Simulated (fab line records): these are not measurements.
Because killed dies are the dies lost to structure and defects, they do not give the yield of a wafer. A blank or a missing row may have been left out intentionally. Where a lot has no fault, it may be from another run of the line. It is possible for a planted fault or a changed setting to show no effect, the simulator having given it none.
Matching of chambers + flow gf180mcu + GF_CONTACT_ETCH_16 on rie-diel-04 has 4 sister chambers
The step etches BARC in N2/H2. 14 wafers are shown with their chamber, then 7 later ones without.

== WAFERS, EACH WITH ITS CHAMBER ==
| wafer  | chamber | drypump-motor-current-A (A) | n2-flow-sccm (sccm) | throttle-valve-pct (%) |
|--------|---------|-----------------------------|---------------------|------------------------|
| L076.1 | 3       | 5.9                         | 100.0               | 13.229                 |
| L076.2 | 1       | 4.6                         | 100.4               | 13.214                 |
| L076.3 | 2       | 5.8                         | 99.8                | 13.232                 |
| L077.3 | 1       | 4.6                         | 99.6                | 13.210                 |
| L077.5 | 0       | 5.8                         | 99.9                | 13.217                 |
| L077.6 | 1       | 4.6                         | 100.3               | 13.226                 |
| L079.2 | 1       | 4.6                         | 100.0               | 13.229                 |
| L079.3 | 2       | 5.8                         | 100.4               | 13.208                 |
| L079.5 | 3       | 5.8                         | 99.5                | 13.204                 |
| L082.3 | 1       | 4.6                         | 100.4               | 13.227                 |
| L082.5 | 1       | 4.6                         | 100.5               | 13.236                 |
| L082.6 | 0       | 5.7                         | 99.9                | 13.224                 |
| L086.3 | 2       | 5.8                         | 99.8                | 13.227                 |
| L086.5 | 3       | 5.9                         | 100.6               | 13.218                 |

SIGNATURES (means of the wafers above)
| reading                 | chamber 0 | chamber 1 | chamber 2 | chamber 3 | scatter within a chamber |
|-------------------------|-----------|-----------|-----------|-----------|--------------------------|
| drypump-motor-current-A | 5.750     | 4.600     | 5.800     | 5.867     | 0.0342                   |
| n2-flow-sccm            | 99.900    | 100.200   | 100.000   | 100.033   | 0.378                    |
| throttle-valve-pct      | 13.22050  | 13.22367  | 13.22233  | 13.21700  | 0.0107                   |
Rule: for each reading, subtract the chamber's mean from the wafer's reading, divide by that reading's scatter and square the result; add these up over the readings and take the root, which gives the wafer's distance from the chamber. The wafer belongs to the nearest chamber; if the next one is less than 2 further off, it can't be placed. The scatter is the square root of a quotient: the sum, over the shown wafers, of each reading's squared deviation from its chamber's mean, divided by wafers minus chambers.

== WAFERS WITH NO CHAMBER GIVEN ==
| wafer  | drypump-motor-current-A (A) | n2-flow-sccm (sccm) | throttle-valve-pct (%) |
|--------|-----------------------------|---------------------|------------------------|
| L086.6 | 5.8                         | 99.8                | 13.235                 |
| L089.2 | 5.7                         | 100.4               | 13.218                 |
| L089.4 | 5.9                         | 100.0               | 13.241                 |
| L089.5 | 5.8                         | 100.0               | 13.218                 |
| L090.1 | 5.8                         | 100.2               | 13.231                 |
| L090.3 | 5.8                         | 100.1               | 13.222                 |
| L090.6 | 5.9                         | 100.2               | 13.234                 |

== WHICH CHAMBER EACH WENT THROUGH ==
| wafer  | from the rows above          | in truth |
|--------|------------------------------|----------|
| L086.6 | can't be placed: 2 or 0 or 3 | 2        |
| L089.2 | can't be placed: 0 or 2      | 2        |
| L089.4 | can't be placed: 3 or 2      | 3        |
| L089.5 | can't be placed: 2 or 0 or 3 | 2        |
| L090.1 | can't be placed: 2 or 0 or 3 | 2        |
| L090.3 | can't be placed: 2 or 0 or 3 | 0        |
| L090.6 | can't be placed: 3 or 2      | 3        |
Correct placement for 0 of the 7. Cannot be placed on the basis of these rows: 7; the candidates contain the true chamber in 7. 0 placed wrongly.
